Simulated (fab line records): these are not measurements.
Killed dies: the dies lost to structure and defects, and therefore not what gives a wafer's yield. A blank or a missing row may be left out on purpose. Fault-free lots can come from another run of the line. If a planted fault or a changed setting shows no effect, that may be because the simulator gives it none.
fab line records + flow sky130
record:
- lots: 14
- wafers: 42
- last-day: 50
route steps=708 shown FIELD_ISO@16 NWELL@78 VT_ADJUST_NCORE@125 VT_ADJUST_HVTR@141
lots that met no fault: from a run of the same line without faults
start-h: the number of hours between the record's first day and the start of the first shown wafer of the lot + wait-h: hours from the lot's prior step to this one + " unchanged from the row above + L1.1+2: one row covering several wafers at once + - no value present, or no start provided + * or withheld: withheld + < > ~ a bound
route shown NAME@n: names a module that has steps shown in the file, with the first one's number in the route + usual: mean/standard deviation of fault-free wafers + same: alike in all rows + chamber/n: place in a boat + sites: readings site by site + _std_site: the values' standard deviation + _edge_site: mean of outer sites minus mean of inner sites + radius-mm: for every site, how far away it sits from the centre of the wafer + mask NAME#n: copy n + behind: the last tool/chamber to shape the wafer + hold: cause of the lot's hold/its duration in hours/its outcome + device: the n, p or np transistor that did not switch + end of line: tests of these same wafers at the route's end + where a step has no rows: the recipe by itself + killed: at the first sort, the dies lost to defects and structure; wafer yield is something else + map: dies across one wafer; x = killed, . = not, _ = none there
set.NAME: setting as actually run; set.NAME@STEP: the setting as run at that earlier step + model.NAME: the simulator's own value behind a step, which no gauge read
a sample of lots followed through the steps of the route, with each step as a table and each wafer as a row
services: when a tool's chamber went out of use (start-h, in hours from the record's first day, below 0 if earlier), for how many hours, and the reason
== steps ==
step: SKY_FIELD_ISO_ETCH_15
recipe:
- chemistry: CHF3/O2
- target-depth-nm: 180
- stop-on: Si
- source-w: 600
- bias-w: 200
- pressure-mtorr: 40
- chf3-flow-sccm: 50
- O2_flow_sccm: 5
- time-s: 72
usual:
- drypump-motor-current-A: 5.7/0.31
- oes-product-au: 0.952/0.0077
- throttle-valve-pct: 8.846/0.0091
| lot.wafer | tool        | chamber | start-h | wait-h | drypump-motor-current-A | oes-product-au | rf-hours-counter-h | throttle-valve-pct |
|-----------|-------------|---------|---------|--------|-------------------------|----------------|--------------------|--------------------|
| L979.1    | rie-diel-04 | 3       | 34.53   | 0.0    | 5.6                     | 0.950          | 42                 | 8.836              |
| L979.4    | "           | 0       | "       | "      | 6.3                     | 0.946          | 67                 | 8.842              |
| L979.6    | "           | 1       | "       | "      | 5.4                     | 0.950          | -                  | 8.860              |
| L978.1    | rie-diel-01 | 2       | 34.66   | 0.0    | 6.0                     | 0.946          | 98                 | 8.848              |
| L978.3    | "           | 3       | "       | "      | 5.4                     | 0.941          | 99                 | 8.857              |
| L978.4    | "           | 0       | "       | "      | 5.4                     | 0.936          | -                  | 8.840              |
| L981.1    | rie-diel-02 | 0       | 43.78   | 0.0    | 6.0                     | 0.943          | 33                 | 8.848              |
| L981.5    | "           | 1       | "       | "      | 5.4                     | 0.959          | -                  | 8.840              |
| L981.6    | "           | 2       | "       | "      | 5.1                     | 0.950          | -                  | 8.841              |
| L983.2    | rie-diel-01 | 1       | 53.16   | 0.0    | 5.8                     | 0.948          | 180                | 8.856              |
| L983.3    | "           | 3       | "       | "      | 5.4                     | 0.943          | 99                 | 8.854              |
| L983.5    | "           | 1       | "       | "      | 5.7                     | 0.947          | -                  | 8.830              |
| L984.2    | rie-diel-01 | 0       | 61.23   | 0.0    | 5.5                     | 0.953          | 63                 | 8.854              |
| L984.4    | "           | 3       | "       | "      | 5.4                     | 0.957          | -                  | 8.850              |
| L984.5    | "           | 2       | "       | "      | 6.0                     | 0.961          | -                  | 8.851              |
| L986.1    | rie-diel-04 | 1       | 74.31   | 0.0    | 5.4                     | 0.956          | 114                | 8.848              |
| L986.4    | "           | 1       | "       | "      | 5.4                     | 0.950          | -                  | 8.839              |
| L986.5    | "           | 3       | "       | "      | 5.7                     | 0.952          | -                  | 8.833              |
| L987.3    | rie-diel-04 | 1       | 78.83   | 0.0    | 5.4                     | 0.962          | 114                | 8.846              |
| L987.4    | "           | 0       | "       | "      | 6.3                     | 0.954          | -                  | 8.843              |
| L987.5    | "           | 3       | "       | "      | 5.6                     | 0.959          | -                  | 8.837              |
| L988.1    | rie-diel-02 | 3       | 81.16   | 0.0    | 5.6                     | 0.959          | 117                | 8.851              |
| L988.4    | "           | 2       | "       | "      | 5.2                     | 0.964          | 101                | 8.856              |
| L988.5    | "           | 2       | "       | "      | 5.2                     | 0.967          | -                  | 8.833              |
| L989.1    | rie-diel-02 | 2       | 87.81   | 0.0    | 5.2                     | 0.951          | 101                | 8.855              |
| L989.4    | "           | 1       | "       | "      | 5.4                     | 0.952          | 138                | 8.845              |
| L989.6    | "           | 1       | "       | "      | 5.4                     | 0.942          | -                  | 8.844              |
| L991.2    | rie-diel-01 | 1       | 99.81   | 0.0    | 5.7                     | 0.952          | 0                  | 8.852              |
| L991.4    | "           | 0       | "       | "      | 5.5                     | 0.961          | 64                 | 8.817              |
| L991.6    | "           | 3       | "       | "      | 5.4                     | 0.958          | -                  | 8.843              |
| L998.1    | rie-diel-02 | 0       | 135.23  | 0.0    | 6.0                     | 0.963          | 35                 | 8.854              |
| L998.3    | "           | 3       | "       | "      | 5.6                     | 0.965          | 119                | 8.845              |
| L998.4    | "           | 1       | "       | "      | 5.4                     | 0.956          | 139                | 8.850              |
| L999.2    | rie-diel-04 | 0       | 137.41  | 0.0    | 6.3                     | 0.950          | 69                 | 8.841              |
| L999.4    | "           | 2       | "       | "      | 5.9                     | 0.944          | 3                  | 8.863              |
| L999.5    | "           | 0       | "       | "      | 6.3                     | 0.947          | -                  | 8.863              |
| L100.1    | rie-diel-01 | 1       | 143.78  | 0.0    | 5.7                     | 0.945          | 1                  | 8.854              |
| L100.2    | "           | 0       | "       | "      | 5.4                     | 0.945          | 65                 | 8.845              |
| L100.4    | "           | 3       | "       | "      | 5.4                     | 0.935          | 101                | 8.845              |
| L101.1    | rie-diel-02 | 2       | 158.58  | 0.0    | 5.2                     | 0.958          | 102                | 8.847              |
| L101.2    | "           | 1       | "       | "      | 5.4                     | 0.962          | 140                | 8.873              |
| L101.3    | "           | 3       | "       | "      | 5.6                     | 0.954          | 119                | 8.853              |
step: SKY_NWELL_STRIP_25
recipe:
- chemistry: O2/N2
- power-w: 1400
- pressure-mtorr: 1500
- platen-temp-c: withheld
- o2-flow-sccm: 3000
- n2-flow-sccm: 300
- overash-fraction: 0.5
usual:
- drypump-motor-current-A: 5.9/0.41
- oes-product-au: 0.723/0.0046
- strip-time-to-endpoint-s: 36.91/0.099
| lot.wafer | tool            | chamber | start-h | wait-h | drypump-motor-current-A | oes-product-au | rf-hours-counter-h | strip-time-to-endpoint-s |
|-----------|-----------------|---------|---------|--------|-------------------------|----------------|--------------------|--------------------------|
| L979.1    | plasma-asher-03 | 1       | 108.38  | 0.1    | 6.1                     | 0.728          | 41                 | 37.07                    |
| L979.4    | "               | 1       | "       | "      | 6.1                     | 0.732          | -                  | 37.12                    |
| L979.6    | "               | 1       | "       | "      | 6.1                     | 0.712          | -                  | 37.12                    |
| L978.1    | plasma-asher-04 | 1       | 108.44  | 0.1    | 6.3                     | 0.721          | 27                 | 36.92                    |
| L978.3    | "               | 0       | "       | "      | 5.4                     | 0.725          | -                  | 36.80                    |
| L978.4    | "               | 1       | "       | "      | 6.3                     | 0.722          | -                  | 36.78                    |
| L981.1    | plasma-asher-04 | 1       | 120.53  | 0.1    | 6.3                     | 0.719          | 29                 | 37.09                    |
| L981.5    | "               | 0       | "       | "      | 5.4                     | 0.714          | -                  | 36.97                    |
| L981.6    | "               | 1       | "       | "      | 6.4                     | 0.725          | -                  | 37.01                    |
| L983.2    | plasma-asher-03 | 1       | 129.25  | 0.1    | 6.1                     | 0.726          | 44                 | 36.91                    |
| L983.3    | "               | 0       | "       | "      | 5.6                     | 0.723          | -                  | 36.91                    |
| L983.5    | "               | 1       | "       | "      | 6.1                     | 0.718          | -                  | 36.96                    |
| L984.2    | plasma-asher-04 | 0       | 143.18  | 0.1    | 5.4                     | 0.714          | 31                 | 36.94                    |
| L984.4    | "               | 0       | "       | "      | 5.4                     | 0.717          | -                  | 37.02                    |
| L984.5    | "               | 1       | "       | "      | 6.4                     | 0.726          | -                  | 36.91                    |
| L986.1    | plasma-asher-03 | 0       | 153.15  | 0.1    | 5.5                     | 0.727          | 46                 | 36.72                    |
| L986.4    | "               | 0       | "       | "      | 5.5                     | 0.722          | -                  | 36.74                    |
| L986.5    | "               | 0       | "       | "      | 5.5                     | 0.722          | -                  | 36.66                    |
| L987.3    | plasma-asher-04 | 1       | 158.92  | 0.1    | 6.3                     | 0.724          | -                  | 36.88                    |
| L987.4    | "               | 0       | "       | "      | 5.4                     | 0.727          | -                  | 36.67                    |
| L987.5    | "               | 1       | "       | "      | 6.4                     | 0.719          | -                  | 36.82                    |
| L988.1    | plasma-asher-04 | 0       | 162.90  | 0.1    | 5.4                     | 0.732          | 33                 | 37.04                    |
| L988.4    | "               | 1       | "       | "      | 6.3                     | 0.716          | -                  | 36.92                    |
| L988.5    | "               | 1       | "       | "      | 6.3                     | 0.729          | -                  | 36.95                    |
| L989.1    | plasma-asher-04 | 1       | 171.74  | 0.1    | 6.4                     | 0.728          | 34                 | 36.89                    |
| L989.4    | "               | 1       | "       | "      | 6.3                     | 0.724          | -                  | 36.90                    |
| L989.6    | "               | 1       | "       | "      | 6.3                     | 0.724          | -                  | 36.99                    |
| L991.2    | plasma-asher-03 | 0       | 188.04  | 0.1    | 5.6                     | 0.725          | 48                 | 36.83                    |
| L991.4    | "               | 1       | "       | "      | 6.1                     | 0.722          | -                  | 36.80                    |
| L991.6    | "               | 0       | "       | "      | 5.5                     | 0.724          | -                  | 36.82                    |
| L998.1    | plasma-asher-01 | 0       | 226.98  | 0.1    | 6.7                     | 0.724          | 11                 | 36.98                    |
| L998.3    | "               | 0       | "       | "      | 6.7                     | 0.723          | -                  | 36.95                    |
| L998.4    | "               | 1       | "       | "      | 5.9                     | 0.719          | -                  | 36.98                    |
| L999.2    | plasma-asher-04 | 1       | 228.74  | 0.1    | 6.4                     | 0.727          | 40                 | 37.04                    |
| L999.4    | "               | 0       | "       | "      | 5.4                     | 0.724          | -                  | 37.02                    |
| L999.5    | "               | 0       | "       | "      | 5.4                     | 0.718          | -                  | 36.98                    |
| L100.1    | plasma-asher-03 | 1       | 236.09  | 0.1    | 6.1                     | 0.719          | 53                 | 36.94                    |
| L100.2    | "               | 0       | "       | "      | 5.5                     | 0.728          | 53                 | 36.89                    |
| L100.4    | "               | 0       | "       | "      | 5.5                     | 0.725          | -                  | 36.87                    |
| L101.1    | plasma-asher-03 | 1       | 255.88  | 0.1    | 6.1                     | 0.720          | 54                 | 36.88                    |
| L101.2    | "               | 0       | "       | "      | 5.6                     | 0.718          | 54                 | 36.87                    |
| L101.3    | "               | 1       | "       | "      | 6.1                     | 0.728          | -                  | 36.75                    |
step: SKY_VT_ADJUST_NCORE_DEVELOP_06
recipe:
- resist: NOVOLAK
- developer: TMAH
- develop-time-s: 60
- dev-temp-c: 23
usual:
- chill-plate-temp-C: 22.96/0.097
- develop-time-s: 60/0
| lot.wafer | tool           | chamber | start-h | wait-h | chill-plate-temp-C | develop-time-s |
|-----------|----------------|---------|---------|--------|--------------------|----------------|
| L979.1    | litho-track-03 | 0       | 185.40  | 0.1    | 23.06              | 60             |
| L979.4    | "              | 0       | "       | "      | 22.97              | 60             |
| L979.6    | "              | 0       | "       | "      | 22.81              | 60             |
| L978.1    | litho-track-01 | 0       | 185.95  | 0.1    | 23.09              | 60             |
| L978.3    | "              | 0       | "       | "      | 23.07              | 60             |
| L978.4    | "              | 0       | "       | "      | 23.02              | 60             |
| L981.1    | litho-track-01 | 0       | 200.55  | 0.1    | 22.92              | 60             |
| L981.5    | "              | 0       | "       | "      | 22.78              | 60             |
| L981.6    | "              | 0       | "       | "      | 22.94              | 60             |
| L983.2    | litho-track-01 | 0       | 212.37  | 0.1    | 23.03              | 60             |
| L983.3    | "              | 0       | "       | "      | 23.07              | 60             |
| L983.5    | "              | 0       | "       | "      | 22.96              | 60             |
| L984.2    | litho-track-03 | 0       | 226.57  | 0.1    | 22.95              | 60             |
| L984.4    | "              | 0       | "       | "      | 22.87              | 60             |
| L984.5    | "              | 0       | "       | "      | 23.05              | 60             |
| L986.1    | litho-track-01 | 0       | 237.70  | 0.1    | 22.95              | 60             |
| L986.4    | "              | 0       | "       | "      | 22.95              | 60             |
| L986.5    | "              | 0       | "       | "      | 22.95              | 60             |
| L987.3    | litho-track-02 | 0       | 244.81  | 0.1    | 22.95              | 60             |
| L987.4    | "              | 0       | "       | "      | 22.88              | 60             |
| L987.5    | "              | 0       | "       | "      | 23.04              | 60             |
| L988.1    | litho-track-03 | 0       | 248.70  | 0.1    | 23.08              | 60             |
| L988.4    | "              | 0       | "       | "      | 22.94              | 60             |
| L988.5    | "              | 0       | "       | "      | 23.02              | 60             |
| L989.1    | litho-track-01 | 0       | 260.50  | 0.1    | 22.91              | 60             |
| L989.4    | "              | 0       | "       | "      | 22.94              | 60             |
| L989.6    | "              | 0       | "       | "      | 22.97              | 60             |
| L991.2    | litho-track-02 | 0       | 279.74  | 0.1    | 23.10              | 60             |
| L991.4    | "              | 0       | "       | "      | 22.95              | 60             |
| L991.6    | "              | 0       | "       | "      | 22.94              | 60             |
| L998.1    | litho-track-02 | 0       | 327.96  | 0.1    | 22.95              | 60             |
| L998.3    | "              | 0       | "       | "      | 22.98              | 60             |
| L998.4    | "              | 0       | "       | "      | 22.95              | 60             |
| L999.2    | litho-track-01 | -       | 328.62  | 0.1    | -                  | -              |
| L999.4    | "              | -       | "       | "      | -                  | -              |
| L999.5    | "              | -       | "       | "      | -                  | -              |
| L100.1    | litho-track-01 | -       | 337.70  | 0.1    | -                  | -              |
| L100.2    | "              | -       | "       | "      | -                  | -              |
| L100.4    | "              | -       | "       | "      | -                  | -              |
| L101.1    | litho-track-01 | 0       | 359.55  | 0.1    | 22.90              | 60             |
| L101.2    | "              | 0       | "       | "      | 22.85              | 60             |
| L101.3    | "              | 0       | "       | "      | 22.85              | 60             |
step: SKY_VT_ADJUST_HVTR_STRIP_10
recipe:
- chemistry: O2/N2
- power-w: 1400
- pressure-mtorr: 1500
- platen-temp-c: withheld
- o2-flow-sccm: 3000
- n2-flow-sccm: 300
- overash-fraction: 0.5
usual:
- drypump-motor-current-A: 6.0/0.43
- oes-product-au: 0.715/0.0044
- strip-time-to-endpoint-s: 14.20/0.04
| lot.wafer | tool            | chamber | start-h | wait-h | drypump-motor-current-A | oes-product-au | rf-hours-counter-h | strip-time-to-endpoint-s |
|-----------|-----------------|---------|---------|--------|-------------------------|----------------|--------------------|--------------------------|
| L979.1    | plasma-asher-04 | 1       | 206.80  | 0.1    | 6.3                     | 0.716          | 37                 | 14.19                    |
| L979.4    | "               | 0       | "       | "      | 5.4                     | 0.726          | -                  | 14.19                    |
| L979.6    | "               | 1       | "       | "      | 6.3                     | 0.722          | -                  | 14.17                    |
| L978.1    | plasma-asher-01 | 0       | 207.10  | 0.1    | 6.7                     | 0.711          | 9                  | 14.20                    |
| L978.3    | "               | 1       | "       | "      | 5.9                     | 0.711          | -                  | 14.24                    |
| L978.4    | "               | 0       | "       | "      | 6.7                     | 0.708          | -                  | 14.23                    |
| L981.1    | plasma-asher-04 | 1       | 221.45  | 0.1    | 6.3                     | 0.720          | 39                 | 14.17                    |
| L981.5    | "               | 0       | "       | "      | 5.4                     | 0.720          | -                  | 14.18                    |
| L981.6    | "               | 1       | "       | "      | 6.3                     | 0.718          | -                  | 14.15                    |
| L983.2    | plasma-asher-04 | 1       | 235.86  | 0.1    | 6.3                     | 0.722          | 40                 | 14.21                    |
| L983.3    | "               | 1       | "       | "      | 6.4                     | 0.712          | -                  | 14.23                    |
| L983.5    | "               | 1       | "       | "      | 6.3                     | 0.719          | -                  | 14.22                    |
| L984.2    | plasma-asher-01 | 0       | 249.95  | 0.1    | 6.7                     | 0.713          | 14                 | 14.20                    |
| L984.4    | "               | 0       | "       | "      | 6.7                     | 0.715          | -                  | 14.23                    |
| L984.5    | "               | 0       | "       | "      | 6.7                     | 0.707          | -                  | 14.21                    |
| L986.1    | plasma-asher-04 | 0       | 262.06  | 0.1    | 5.4                     | 0.715          | 43                 | 14.11                    |
| L986.4    | "               | 0       | "       | "      | 5.4                     | 0.711          | -                  | 14.16                    |
| L986.5    | "               | 1       | "       | "      | 6.4                     | 0.716          | -                  | 14.13                    |
| L987.3    | plasma-asher-01 | 1       | 269.79  | 0.1    | 5.9                     | 0.711          | -                  | 14.19                    |
| L987.4    | "               | 0       | "       | "      | 6.7                     | 0.712          | -                  | 14.14                    |
| L987.5    | "               | 1       | "       | "      | 5.9                     | 0.716          | -                  | 14.18                    |
| L988.1    | plasma-asher-03 | 0       | 274.06  | 0.1    | 5.5                     | 0.714          | 56                 | 14.24                    |
| L988.4    | "               | 1       | "       | "      | 6.1                     | 0.708          | -                  | 14.23                    |
| L988.5    | "               | 1       | "       | "      | 6.1                     | 0.708          | -                  | 14.23                    |
| L989.1    | plasma-asher-03 | 1       | 285.90  | 0.1    | 6.1                     | 0.714          | 57                 | 14.28                    |
| L989.4    | "               | 0       | "       | "      | 5.5                     | 0.710          | -                  | 14.22                    |
| L989.6    | "               | 0       | "       | "      | 5.5                     | 0.716          | -                  | 14.20                    |
| L991.2    | plasma-asher-01 | 0       | 306.00  | 0.1    | 6.7                     | 0.714          | 19                 | 14.16                    |
| L991.4    | "               | 1       | "       | "      | 5.9                     | 0.715          | -                  | 14.18                    |
| L991.6    | "               | 1       | "       | "      | 5.9                     | 0.713          | -                  | 14.15                    |
| L998.1    | plasma-asher-03 | 0       | 355.35  | 0.1    | 5.6                     | 0.718          | 63                 | 14.10                    |
| L998.3    | "               | 0       | "       | "      | 5.5                     | 0.716          | -                  | 14.13                    |
| L998.4    | "               | 1       | "       | "      | 6.1                     | 0.712          | -                  | 14.13                    |
| L999.2    | plasma-asher-01 | 1       | 356.45  | 0.1    | 5.9                     | 0.717          | 24                 | 14.16                    |
| L999.4    | "               | 0       | "       | "      | 6.7                     | 0.716          | -                  | 14.18                    |
| L999.5    | "               | 0       | "       | "      | 6.7                     | 0.718          | -                  | 14.24                    |
| L100.1    | plasma-asher-03 | 1       | 366.22  | 0.1    | 6.1                     | 0.710          | 64                 | 14.21                    |
| L100.2    | "               | 0       | "       | "      | 5.6                     | 0.712          | 64                 | 14.24                    |
| L100.4    | "               | 0       | "       | "      | 5.6                     | 0.719          | -                  | 14.17                    |
| L101.1    | plasma-asher-01 | 0       | 388.05  | 0.1    | 6.7                     | 0.718          | 28                 | 14.18                    |
| L101.2    | "               | 1       | "       | "      | 5.9                     | 0.711          | 28                 | 14.18                    |
| L101.3    | "               | 1       | "       | "      | 5.9                     | 0.719          | -                  | 14.18                    |
== services ==
| tool            | chamber | start-h | hours | kind   |
|-----------------|---------|---------|-------|--------|
| rie-diel-01     | 1       | 15.02   | 22.9  | repair |
| rie-diel-01     | -       | 23.56   | 0.7   | repair |
| rie-diel-01     | 0       | 37.39   | 16.4  | repair |
| rie-diel-04     | 0       | 73.19   | 4.5   | repair |
| rie-diel-04     | 2       | 74.52   | 13.5  | repair |
| plasma-asher-01 | -       | 108.75  | 9.0   | pm     |
| rie-diel-04     | -       | 110.12  | 1.1   | repair |
| rie-diel-04     | 2       | 162.08  | 7.8   | repair |
| plasma-asher-03 | -       | 167.04  | 19.2  | repair |
| rie-diel-02     | 2       | 174.38  | 5.4   | repair |
| rie-diel-04     | -       | 181.03  | 2.8   | pm     |
| rie-diel-01     | 3       | 223.41  | 8.0   | repair |
| rie-diel-04     | 2       | 243.98  | 4.2   | repair |
| rie-diel-04     | 3       | 267.56  | 5.3   | repair |
| rie-diel-04     | -       | 288.54  | 0.6   | repair |
| plasma-asher-03 | -       | 305.50  | 14.6  | pm     |
| rie-diel-01     | -       | 310.86  | 2.8   | pm     |
| plasma-asher-04 | -       | 317.96  | 2.8   | pm     |
| plasma-asher-03 | -       | 334.40  | 0.4   | repair |
| rie-diel-02     | 3       | 348.63  | 7.2   | repair |
| plasma-asher-04 | -       | 365.03  | 6.2   | repair |
| plasma-asher-01 | -       | 368.21  | 1.4   | repair |
| rie-diel-01     | 0       | 371.65  | 5.1   | repair |
| plasma-asher-03 | -       | 374.07  | 1.3   | repair |
== key ==
first-sign:
- step: SKY_VT_ADJUST_NCORE_DEVELOP_06
- reading: tool-record
- direction: missing
effect none on later readings
met-at SKY_VT_ADJUST_NCORE_DEVELOP_06
struck-lots L999,L100
sort-left-out L999.2,L999.4,L999.5,L100.1,L100.2,L100.4
tester-left-out L999,L100
not-acting-at SKY_FIELD_ISO_ETCH_15,SKY_NWELL_STRIP_25,SKY_VT_ADJUST_HVTR_STRIP_10
onset-between 260.50 328.62
fault:
- kind: skipped-step-whole
- tool: litho-track-01
- chamber: -
- onset-h: 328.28
- steps: SKY_VT_ADJUST_NCORE_DEVELOP_06
- scope: struck-lots-only
tester-left-out: of these lots the tester's yield and bins aren't shown, on N5 and GAA mostly nor the transistor test; their killed dies are dies lost to structure and defects alone, not to doping, threshold or leakage, so they don't give the yield
sort-left-out: the simulated sort isn't trusted on such a fault, so these wafers' sort isn't shown, and their yield isn't known
